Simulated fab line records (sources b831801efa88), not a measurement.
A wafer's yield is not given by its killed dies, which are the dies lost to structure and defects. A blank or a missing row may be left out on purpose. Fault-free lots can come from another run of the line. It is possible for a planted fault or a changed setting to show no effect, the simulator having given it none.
fab line records | flow gf180mcu
record lots=15 | wafers=45 | last-day=34
route steps=602 shown V4@491 M5@533 V5@558 TOP_METAL@568
lots that met no fault: taken from a fault-free run of the same line
start-h: start of the lot's first displayed wafer, in hours after the record's first day | wait-h: hours elapsed since this lot's preceding step | " the same as in the row above | L1.1+2: a row that stands for several wafers | - either no value or no given start | * or withheld: withheld | < > ~ a bound
route shown NAME@n: NAME is a module with steps in the file, n the number in the route of the first one | usual: average and standard deviation across the fault-free wafers | same: alike in all rows | chamber/n: place in a boat | sites: per-site readings | _std_site: the standard deviation of these | _edge_site: mean of outer sites minus mean of inner sites | radius-mm: how far each site lies from the wafer's centre | mask NAME#n: copy n | behind: the tool/chamber that last shaped the wafer | hold: cause of the lot's hold/its duration in hours/its outcome | device: the n, p or np transistor that did not switch | end of line: tests of these same wafers at the route's end | a step given without rows: its recipe and nothing more | killed: dies that structure and defects cost at the first sort, which is not the same as the wafer's yield | map: a wafer's dies, x killed, . not, _ none there
set.NAME: the setting that was run; set.NAME@STEP: the one run at that earlier step | model.NAME: the simulator's own value behind a step, which no gauge read
a sample of lots followed through the steps of the route, with each step as a table and each wafer as a row
services: the hour from which a tool's chamber was out of use, counted from the record's first day as start-h (under 0 if before that day), plus the number of hours and why
## steps
# step GF_V4_OVL_MEAS_15
# usual V4_OVL=1/4.5
lot.wafer | tool       | chamber | start-h | wait-h | V4_OVL[nm]
L733.1    | overlay-02 | -       | 558.46  | 0.1    | 1
L733.2    | "          | -       | "       | "      | 3
L733.5    | "          | -       | "       | "      | 6
L734.1    | overlay-01 | -       | 571.00  | 0.1    | 4
L734.3    | "          | -       | "       | "      | 0
L734.4    | "          | -       | "       | "      | -2
L736.2    | overlay-01 | -       | 585.51  | 0.1    | 1
L736.3    | "          | -       | "       | "      | 3
L736.5    | "          | -       | "       | "      | 4
L738.3    | overlay-01 | -       | 605.37  | 0.1    | 9
L738.4    | "          | -       | "       | "      | 3
L738.6    | "          | -       | "       | "      | 1
L739.1    | overlay-01 | -       | 609.06  | 0.1    | 1
L739.3    | "          | -       | "       | "      | 2
L739.6    | "          | -       | "       | "      | 5
L740.3    | overlay-01 | -       | 620.32  | 0.1    | -6
L740.5    | "          | -       | "       | "      | -10
L740.6    | "          | -       | "       | "      | 1
L741.1    | overlay-02 | -       | 627.60  | 0.1    | 0
L741.4    | "          | -       | "       | "      | -1
L741.5    | "          | -       | "       | "      | -2
L743.2    | overlay-02 | -       | 643.11  | 0.1    | -8
L743.3    | "          | -       | "       | "      | -8
L743.5    | "          | -       | "       | "      | -4
L749.1    | overlay-01 | -       | 683.16  | 0.1    | 2
L749.3    | "          | -       | "       | "      | 1
L749.6    | "          | -       | "       | "      | -4
L750.1    | overlay-01 | -       | 689.16  | 0.1    | -1
L750.4    | "          | -       | "       | "      | -8
L750.5    | "          | -       | "       | "      | -2
L751.1    | overlay-02 | -       | 699.31  | 0.1    | -4
L751.3    | "          | -       | "       | "      | 1
L751.5    | "          | -       | "       | "      | 1
L753.1    | overlay-01 | -       | 707.75  | 0.1    | -3
L753.4    | "          | -       | "       | "      | 6
L753.5    | "          | -       | "       | "      | -2
L754.1    | overlay-02 | -       | 717.16  | 0.1    | -2
L754.2    | "          | -       | "       | "      | 5
L754.6    | "          | -       | "       | "      | 2
L755.1    | overlay-02 | -       | 722.60  | 0.1    | 0
L755.3    | "          | -       | "       | "      | 3
L755.6    | "          | -       | "       | "      | 1
L756.1    | overlay-02 | -       | 730.16  | 0.1    | 4
L756.2    | "          | -       | "       | "      | 9
L756.6    | "          | -       | "       | "      | -1
# step GF_M5_CD_MEAS_07
# recipe target-cd-nm=280
# usual cd-nm=280.2/1.1
lot.wafer | tool      | chamber | start-h | wait-h | cd-nm
L733.1    | cd-sem-02 | -       | 602.89  | 0.1    | 281.3
L733.2    | "         | -       | "       | "      | 280.4
L733.5    | "         | -       | "       | "      | 279.9
L734.1    | cd-sem-02 | -       | 615.28  | 0.1    | 280.1
L734.3    | "         | -       | "       | "      | 279.2
L734.4    | "         | -       | "       | "      | 279.0
L736.2    | cd-sem-01 | -       | 629.05  | 0.1    | 280.7
L736.3    | "         | -       | "       | "      | 279.5
L736.5    | "         | -       | "       | "      | 279.8
L738.3    | cd-sem-01 | -       | 647.83  | 0.1    | 278.5
L738.4    | "         | -       | "       | "      | 278.8
L738.6    | "         | -       | "       | "      | 278.5
L739.1    | cd-sem-01 | -       | 650.68  | 0.1    | 279.0
L739.3    | "         | -       | "       | "      | 278.6
L739.6    | "         | -       | "       | "      | 278.5
L740.3    | cd-sem-01 | -       | 661.78  | 0.1    | 280.6
L740.5    | "         | -       | "       | "      | 280.8
L740.6    | "         | -       | "       | "      | 279.7
L741.1    | cd-sem-01 | -       | 668.68  | 0.1    | 279.7
L741.4    | "         | -       | "       | "      | 279.3
L741.5    | "         | -       | "       | "      | 279.1
L743.2    | cd-sem-01 | -       | 684.00  | 0.1    | 281.3
L743.3    | "         | -       | "       | "      | 280.6
L743.5    | "         | -       | "       | "      | 280.3
L749.1    | cd-sem-02 | -       | 721.74  | 0.1    | 278.9
L749.3    | "         | -       | "       | "      | 278.4
L749.6    | "         | -       | "       | "      | 279.3
L750.1    | cd-sem-01 | -       | 726.73  | 0.1    | 280.4
L750.4    | "         | -       | "       | "      | 280.5
L750.5    | "         | -       | "       | "      | 280.8
L751.1    | cd-sem-01 | -       | 736.84  | 0.1    | 279.9
L751.3    | "         | -       | "       | "      | 280.0
L751.5    | "         | -       | "       | "      | 280.6
L753.1    | cd-sem-01 | -       | 745.84  | 0.1    | 281.6
L753.4    | "         | -       | "       | "      | 280.1
L753.5    | "         | -       | "       | "      | 281.3
L754.1    | cd-sem-01 | -       | 753.39  | 0.1    | 281.2
L754.2    | "         | -       | "       | "      | 281.6
L754.6    | "         | -       | "       | "      | 282.0
L755.1    | cd-sem-02 | -       | 758.54  | 0.1    | 280.7
L755.3    | "         | -       | "       | "      | 281.2
L755.6    | "         | -       | "       | "      | 281.8
L756.1    | cd-sem-01 | -       | 765.89  | 0.1    | 280.5
L756.2    | "         | -       | "       | "      | 280.0
L756.6    | "         | -       | "       | "      | 280.3
# step GF_V5_STRIP_18
# recipe chemistry=O2/N2 | power-w=1400 | pressure-mtorr=1500 | platen-temp-c=250 | o2-flow-sccm=3000 | n2-flow-sccm=300 | overash-fraction=0.5
# usual chamber-pressure-mTorr=1499.9/1.3 | drypump-motor-current-A=5.7/0.53 | heater-power-w=312/33 | o2-flow-sccm=2999/9 | oes-product-au=0.568/0.0048
lot.wafer | tool            | chamber | start-h | wait-h | chamber-pressure-mTorr | drypump-motor-current-A | heater-power-w | o2-flow-sccm | oes-product-au | rf-hours-counter-h
L733.1    | plasma-asher-04 | 1       | 624.65  | -      | 1502.4                 | 5.3                     | 306            | 3000         | 0.563          | 84
L733.2    | "               | 0       | "       | "      | 1501.4                 | 6.3                     | 297            | 2984         | 0.570          | 84
L733.5    | "               | 0       | "       | "      | 1501.0                 | 6.3                     | 302            | 2997         | 0.559          | -
L734.1    | plasma-asher-03 | 0       | 637.39  | -      | 1499.5                 | 6.2                     | 247            | 3004         | 0.567          | 104
L734.3    | "               | 0       | "       | "      | 1499.2                 | 6.2                     | 248            | 3001         | 0.567          | -
L734.4    | "               | 1       | "       | "      | 1501.6                 | 6.5                     | 364            | 3009         | 0.568          | -
L736.2    | plasma-asher-01 | 1       | 651.29  | -      | 1499.3                 | 5.0                     | 346            | 3005         | 0.568          | 53
L736.3    | "               | 1       | "       | "      | 1499.0                 | 5.0                     | 356            | 2997         | 0.574          | -
L736.5    | "               | 0       | "       | "      | 1500.6                 | 5.5                     | 285            | 3013         | 0.558          | -
L738.3    | plasma-asher-04 | 1       | 668.67  | -      | 1500.3                 | 5.3                     | 322            | 2996         | 0.578          | -
L738.4    | "               | 0       | "       | "      | 1500.4                 | 6.3                     | 299            | 2978         | 0.569          | -
L738.6    | "               | 0       | "       | "      | 1500.9                 | 6.3                     | 293            | 2983         | 0.566          | -
L739.1    | plasma-asher-04 | 0       | 671.95  | -      | 1496.4                 | 6.3                     | 302            | 3016         | 0.569          | 89
L739.3    | "               | 0       | "       | "      | 1499.9                 | 6.3                     | 300            | 3016         | 0.570          | -
L739.6    | "               | 0       | "       | "      | 1498.6                 | 6.3                     | 299            | 3004         | 0.577          | -
L740.3    | plasma-asher-03 | 1       | 682.13  | -      | 1501.3                 | 6.5                     | 359            | 3007         | 0.558          | -
L740.5    | "               | 1       | "       | "      | 1502.5                 | 6.5                     | 364            | 2989         | 0.573          | -
L740.6    | "               | 0       | "       | "      | 1501.4                 | 6.3                     | 247            | 3006         | 0.565          | -
L741.1    | plasma-asher-04 | 1       | 689.40  | -      | 1500.1                 | 5.3                     | 326            | 3014         | 0.566          | 91
L741.4    | "               | 1       | "       | "      | 1500.5                 | 5.3                     | 318            | 3008         | 0.566          | -
L741.5    | "               | 1       | "       | "      | 1499.8                 | 5.3                     | 321            | 2994         | 0.573          | -
L743.2    | plasma-asher-04 | 0       | 703.84  | -      | 1502.4                 | 6.3                     | 292            | 3004         | 0.574          | 92
L743.3    | "               | 0       | "       | "      | 1502.0                 | 6.3                     | 300            | 2999         | 0.564          | -
L743.5    | "               | 1       | "       | "      | 1499.0                 | 5.3                     | 315            | 2998         | 0.566          | -
L749.1    | plasma-asher-01 | 0       | 740.54  | -      | -                      | -                       | -              | -            | -              | -
L749.3    | "               | 1       | "       | "      | -                      | -                       | -              | -            | -              | -
L749.6    | "               | 0       | "       | "      | -                      | -                       | -              | -            | -              | -
L750.1    | plasma-asher-01 | 0       | 745.69  | -      | -                      | -                       | -              | -            | -              | -
L750.4    | "               | 0       | "       | "      | -                      | -                       | -              | -            | -              | -
L750.5    | "               | 0       | "       | "      | -                      | -                       | -              | -            | -              | -
L751.1    | plasma-asher-01 | 1       | 755.40  | -      | -                      | -                       | -              | -            | -              | -
L751.3    | "               | 0       | "       | "      | -                      | -                       | -              | -            | -              | -
L751.5    | "               | 0       | "       | "      | -                      | -                       | -              | -            | -              | -
L753.1    | plasma-asher-01 | 1       | 763.94  | -      | 1500.6                 | 5.1                     | 351            | 2994         | 0.560          | 67
L753.4    | "               | 0       | "       | "      | 1499.8                 | 5.5                     | 275            | 2998         | 0.573          | -
L753.5    | "               | 1       | "       | "      | 1501.4                 | 5.0                     | 354            | 2999         | 0.558          | -
L754.1    | plasma-asher-01 | 1       | 771.55  | -      | 1498.9                 | 5.0                     | 356            | 3012         | 0.563          | 67
L754.2    | "               | 0       | "       | "      | 1498.5                 | 5.5                     | 288            | 3008         | 0.563          | 67
L754.6    | "               | 1       | "       | "      | 1498.5                 | 5.0                     | 344            | 2989         | 0.567          | -
L755.1    | plasma-asher-01 | 1       | 776.00  | -      | 1501.1                 | 5.1                     | 351            | 2999         | 0.575          | 68
L755.3    | "               | 0       | "       | "      | 1499.4                 | 5.5                     | 283            | 2999         | 0.569          | -
L755.6    | "               | 0       | "       | "      | 1498.3                 | 5.5                     | 281            | 3002         | 0.568          | -
L756.1    | plasma-asher-03 | 0       | 783.10  | -      | 1497.7                 | 6.2                     | 255            | 2996         | 0.565          | 5
L756.2    | "               | 1       | "       | "      | 1500.3                 | 6.5                     | 372            | 2987         | 0.560          | 5
L756.6    | "               | 0       | "       | "      | 1499.9                 | 6.2                     | 254            | 2994         | 0.569          | -
# step GF_TOP_METAL_SPUTTER_01
# recipe material=TiN | target-thk-nm=30 | power-w=6500 | time-s=25 | chamber-pressure-pa=0.4
# usual throttle-valve-pct=30.3/0.74
lot.wafer | tool           | chamber | start-h | wait-h | throttle-valve-pct
L733.1    | pvd-sputter-03 | -       | 625.97  | 0.1    | 29.1
L733.2    | "              | -       | "       | "      | 30.9
L733.5    | "              | -       | "       | "      | 30.6
L734.1    | pvd-sputter-03 | -       | 638.74  | 0.1    | 31.6
L734.3    | "              | -       | "       | "      | 29.3
L734.4    | "              | -       | "       | "      | 31.1
L736.2    | pvd-sputter-02 | -       | 652.70  | 0.1    | 30.9
L736.3    | "              | -       | "       | "      | 30.5
L736.5    | "              | -       | "       | "      | 30.6
L738.3    | pvd-sputter-01 | -       | 669.96  | 0.1    | 29.1
L738.4    | "              | -       | "       | "      | 29.7
L738.6    | "              | -       | "       | "      | 30.3
L739.1    | pvd-sputter-03 | -       | 673.27  | 0.1    | 31.5
L739.3    | "              | -       | "       | "      | 31.0
L739.6    | "              | -       | "       | "      | 31.5
L740.3    | pvd-sputter-01 | -       | 683.43  | 0.1    | 29.6
L740.5    | "              | -       | "       | "      | 30.3
L740.6    | "              | -       | "       | "      | 30.3
L741.1    | pvd-sputter-01 | -       | 690.77  | 0.1    | 29.8
L741.4    | "              | -       | "       | "      | 30.3
L741.5    | "              | -       | "       | "      | 30.3
L743.2    | pvd-sputter-01 | -       | 705.17  | 0.1    | 29.2
L743.3    | "              | -       | "       | "      | 29.8
L743.5    | "              | -       | "       | "      | 30.0
L753.1    | pvd-sputter-03 | -       | 765.30  | 0.1    | 31.8
L753.4    | "              | -       | "       | "      | 30.5
L753.5    | "              | -       | "       | "      | 30.5
L754.1    | pvd-sputter-03 | -       | 772.90  | 0.1    | 29.4
L754.2    | "              | -       | "       | "      | 31.2
L754.6    | "              | -       | "       | "      | 30.8
L755.1    | pvd-sputter-01 | -       | 777.53  | 0.1    | 30.0
L755.3    | "              | -       | "       | "      | 30.3
L755.6    | "              | -       | "       | "      | 30.1
L756.1    | pvd-sputter-02 | -       | 784.45  | 0.1    | 30.5
L756.2    | "              | -       | "       | "      | 31.0
L756.6    | "              | -       | "       | "      | 30.0
## services
tool            | chamber | start-h | hours | kind
pvd-sputter-02  | -       | 636.51  | 1.5   | repair
plasma-asher-01 | -       | 638.33  | 5.4   | repair
plasma-asher-03 | -       | 645.74  | 0.7   | repair
plasma-asher-03 | -       | 676.26  | 4.2   | repair
pvd-sputter-03  | -       | 691.60  | 4.9   | repair
plasma-asher-03 | -       | 704.25  | 30.8  | repair
plasma-asher-04 | -       | 705.93  | 1.4   | repair
plasma-asher-03 | -       | 735.04  | 9.0   | pm
plasma-asher-03 | 0       | 735.04  | 9.0   | vent-cycle
plasma-asher-03 | 1       | 735.04  | 9.0   | vent-cycle
plasma-asher-03 | 0       | 744.04  | -     | clean
plasma-asher-03 | 1       | 744.04  | -     | clean
## key
first-sign step=GF_V5_STRIP_18 | reading=tool-record | direction=missing
effect none on later readings
met-at GF_V5_STRIP_18
struck-lots L749,L750,L751
later-rows-left-out L749.1,L749.3,L749.6,L750.1,L750.4,L750.5,L751.1,L751.3,L751.5
sort-left-out L749.1,L749.3,L749.6,L750.1,L750.4,L750.5,L751.1,L751.3,L751.5
not-acting-at GF_V4_OVL_MEAS_15,GF_M5_CD_MEAS_07,GF_TOP_METAL_SPUTTER_01
onset-between 651.29 740.54
fault kind=skipped-step-whole | tool=plasma-asher-01 | chamber=- | onset-h=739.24 | steps=GF_V5_STRIP_18 | scope=struck-lots-only
# sort-left-out: the simulated sort isn't trusted on such a fault, so these wafers' sort isn't shown, and their yield isn't known
# later-rows-left-out: the simulator's readings of these wafers behind a module that went badly wrong aren't trusted and aren't shown, but for the sort
